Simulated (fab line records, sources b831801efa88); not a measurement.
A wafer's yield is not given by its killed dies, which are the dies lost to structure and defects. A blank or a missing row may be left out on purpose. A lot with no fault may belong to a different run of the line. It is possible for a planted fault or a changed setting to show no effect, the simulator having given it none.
A struck lot beside a sound one / flow sfq line / 42 steps out of a route of 325
Sound: the wafers L647.1, L647.5, L647.6. Struck: wafers L640.2, L640.6 (left out: L640.1, a lot-mate that was not struck); the cause follows at the end.
Each step with rows lists, per side, the tool, then ch with its chambers, then its first start. Under that, the readings that differ: sound wafers / struck wafers / difference of the means / sigmas: that difference in standard deviations of wafers without a fault.
alike: same words and numbers on both sides, and readings whose means sit less than 2 such deviations apart. not compared: any withheld reading, any reading some wafer has no value for, any bound like >300 that may hide the same value, and any number with overlapping values for which the record gives no deviation.
The two part at a step that has a row with sigmas, a row that says differs or no value, or rows on one side only. When numbers do not overlap yet have no deviation, they are printed without sigmas and do not part them. Lack of a reading on every wafer of one side parts them only where that side has two or more wafers.

first, 6 steps without rows for these wafers: SFQ_TRILAYER_I0_VIA_LITHO_COAT_036 (resist thk 62 nm); SFQ_TRILAYER_I0_VIA_LITHO_COAT_031 (resist thk 650 nm); SFQ_TRILAYER_I0_VIA_LITHO_SOFTBAKE_035; SFQ_TRILAYER_I0_VIA_LITHO_EXPOSE_032 (exposes mask I0, target cd 500 nm); SFQ_TRILAYER_I0_VIA_LITHO_PEB_034 (peb time 60 s); SFQ_TRILAYER_I0_VIA_LITHO_DEVELOP_033 (time 60 s).
SFQ_I0_OVL_MEAS_908:
  sound: overlay-01 at day 19 21:05; struck: overlay-02 at day 17 13:04
reading=I0_OVL (nm); sound=-9 -10 -5; struck=9 9; difference=+17; sigmas=+3
SFQ_TRILAYER_I0_VIA_BARC_OPEN_VIA_ETCH_046: etches BARC in O2, target depth 125 nm, time 41.7 s.
  sound on rie diel-01 ch 0,2,3, day 19 21:08; struck on rie diel-01 ch 2,3, day 17 13:06
  alike: drypump motor current A, oes product au
  not compared: rf hours counter h
SFQ_TRILAYER_I0_VIA_ETCH_VIA_ETCH_034: etches SiO2 in CHF3, stops on Nb, target depth 260 nm.
  sound on rie diel-01 ch 0,2,3, day 19 21:10; struck on rie diel-01 ch 2,3, day 17 13:08
  alike: drypump motor current A, oes product au
SFQ_TRILAYER_I0_VIA_STRIP_STRIP_035: strips in O2.
  sound on rie metal-01 ch 0,1, day 19 21:17; struck on rie metal-03 ch 0, day 17 13:15
  alike: drypump motor current A, he backside leak sccm, oes product au
  not compared: rf hours counter h
then, 2 steps without rows for these wafers: SFQ_TRILAYER_I0_VIA_STRIP_SOLV_CLEAN_036 (cleans in NMP, time 600 s); SFQ_TRILAYER_M1_DEP_PRE_CLEAN_038 (time 22.5 s).
SFQ_TRILAYER_M1_DEP_SPUTTER_037: material Nb, target thk 200 nm, time 133.3 s.
  sound: pvd sputter-05 at day 19 22:05; struck: pvd sputter-04 at day 17 14:03
reading=model.Nb_of_TRILAYER_M1_DEP_SPUTTER_037.thk nm (nm); sound=205.2 202.8 206.5; struck=362.6 362.1; difference=+157.5; sigmas=
  alike: substrate temp c, throttle valve pct
SFQ_M1_RS_MEAS_909: uses a four-point probe to measure.
  sound: film metro-03 at day 19 22:11; struck: film metro-01 at day 17 14:08
reading=M1_NB_RS (ohm/sq); sound=0.870 0.878 0.860; struck=0.488 0.487; difference=-0.382; sigmas=-40
then, 6 steps without rows for these wafers: SFQ_TRILAYER_M1_LITHO_COAT_044 (resist thk 62 nm); SFQ_TRILAYER_M1_LITHO_COAT_039 (resist thk 600 nm); SFQ_TRILAYER_M1_LITHO_SOFTBAKE_043; SFQ_TRILAYER_M1_LITHO_EXPOSE_040 (exposes mask M1, target cd 500 nm); SFQ_TRILAYER_M1_LITHO_PEB_042 (peb time 60 s); SFQ_TRILAYER_M1_LITHO_DEVELOP_041 (time 60 s).
SFQ_M1_OVL_MEAS_911:
  sound: overlay-01 at day 20 11:29; struck: overlay-01 at day 19 09:43
  alike: M1_OVL
then, 1 step without rows for these wafers: SFQ_TRILAYER_M1_BARC_OPEN_METAL_ETCH_054 (etches BARC in O2, target depth 125 nm, time 41.7 s).
SFQ_TRILAYER_M1_ETCH_METAL_ETCH_042: etches Nb in Cl2/Ar, stops on SiO2, target depth 240 nm, time 120 s.
  sound on rie metal-01 ch 0,1, day 20 11:35; struck on rie metal-03 ch 1, day 19 09:49
reading=oes product au (a.u.); sound=0.905 0.899 0.914; struck=0.983 0.996; difference=+0.084; sigmas=+12
  alike: drypump motor current A, he backside leak sccm
  not compared: rf hours counter h
then, 4 steps without rows for these wafers: SFQ_TRILAYER_M1_STRIP_STRIP_043 (strips in O2); SFQ_TRILAYER_M1_STRIP_SOLV_CLEAN_044 (cleans in NMP, time 600 s); SFQ_TRILAYER_I1_DEP_PECVD_045 (deposits SiO2 from SiH4/N2O, time 111.11 s, target thk 500 nm); SFQ_TRILAYER_I1_CMP_CMP_046 (polishes SiO2).
SFQ_I1_BOW_MEAS_912:
  sound: film metro-01 at day 20 16:13; struck: film metro-04 at day 19 15:37
  alike: I1_BOW
SFQ_TRILAYER_I1_METRO_MEASURE_047:
  sound: film metro-01 at day 20 16:20; struck: film metro-04 at day 19 15:44
  alike: thk nm
then, 6 steps without rows for these wafers: SFQ_TRILAYER_I1_VIA_LITHO_COAT_054 (resist thk 62 nm); SFQ_TRILAYER_I1_VIA_LITHO_COAT_049 (resist thk 650 nm); SFQ_TRILAYER_I1_VIA_LITHO_SOFTBAKE_053; SFQ_TRILAYER_I1_VIA_LITHO_EXPOSE_050 (exposes mask I1, target cd 500 nm); SFQ_TRILAYER_I1_VIA_LITHO_PEB_052 (peb time 60 s); SFQ_TRILAYER_I1_VIA_LITHO_DEVELOP_051 (time 60 s).
-- the record jumps here: 6 days lie between the struck wafers' starts before and after --
SFQ_I1_OVL_MEAS_913:
  sound: overlay-02 at day 26 21:19; struck: overlay-01 at day 25 18:47
  alike: I1_OVL
then, 2 steps without rows for these wafers: SFQ_TRILAYER_I1_VIA_BARC_OPEN_VIA_ETCH_071 (etches BARC in O2, target depth 125 nm, time 41.7 s); SFQ_TRILAYER_I1_VIA_ETCH_VIA_ETCH_052 (etches SiO2 in CHF3, stops on Nb, target depth 260 nm).
SFQ_TRILAYER_I1_VIA_STRIP_STRIP_053: strips in O2.
  sound on rie metal-01 ch 0,1, day 26 21:30; struck on rie metal-01 ch 0,1, day 25 18:59
  alike: drypump motor current A, he backside leak sccm, oes product au
  not compared: rf hours counter h
then, 2 steps without rows for these wafers: SFQ_TRILAYER_I1_VIA_STRIP_SOLV_CLEAN_054 (cleans in NMP, time 600 s); SFQ_TRILAYER_M2_DEP_PRE_CLEAN_056 (time 22.5 s).
-- the record jumps here: 64 days lie between the struck wafers' starts before and after --
SFQ_M8_BOW_MEAS_951:
  sound: film metro-04 at day 93 10:59; struck: film metro-01 at day 89 10:13
reading=model.etest.m1.comb log10 ohm; sound=12 12 12; struck=0 0; difference=-12; sigmas=
reading=model.etest.m1.ohm sq; sound=0.8674 0.8777 0.8617; struck=0.4908 0.4914; difference=-0.3778; sigmas=
  alike: M8_BOW

## WHERE THEY PART
Last at SFQ_TRILAYER_M1_ETCH_METAL_ETCH_042 as far as this record goes, first at SFQ_I0_OVL_MEAS_908. Later steps at which nothing parts them and some readings are alike: SFQ_I1_BOW_MEAS_912, SFQ_TRILAYER_I1_METRO_MEASURE_047, SFQ_I1_OVL_MEAS_913, SFQ_TRILAYER_I1_VIA_STRIP_STRIP_053, SFQ_M8_BOW_MEAS_951.

WHY: whatever the simulator had introduced
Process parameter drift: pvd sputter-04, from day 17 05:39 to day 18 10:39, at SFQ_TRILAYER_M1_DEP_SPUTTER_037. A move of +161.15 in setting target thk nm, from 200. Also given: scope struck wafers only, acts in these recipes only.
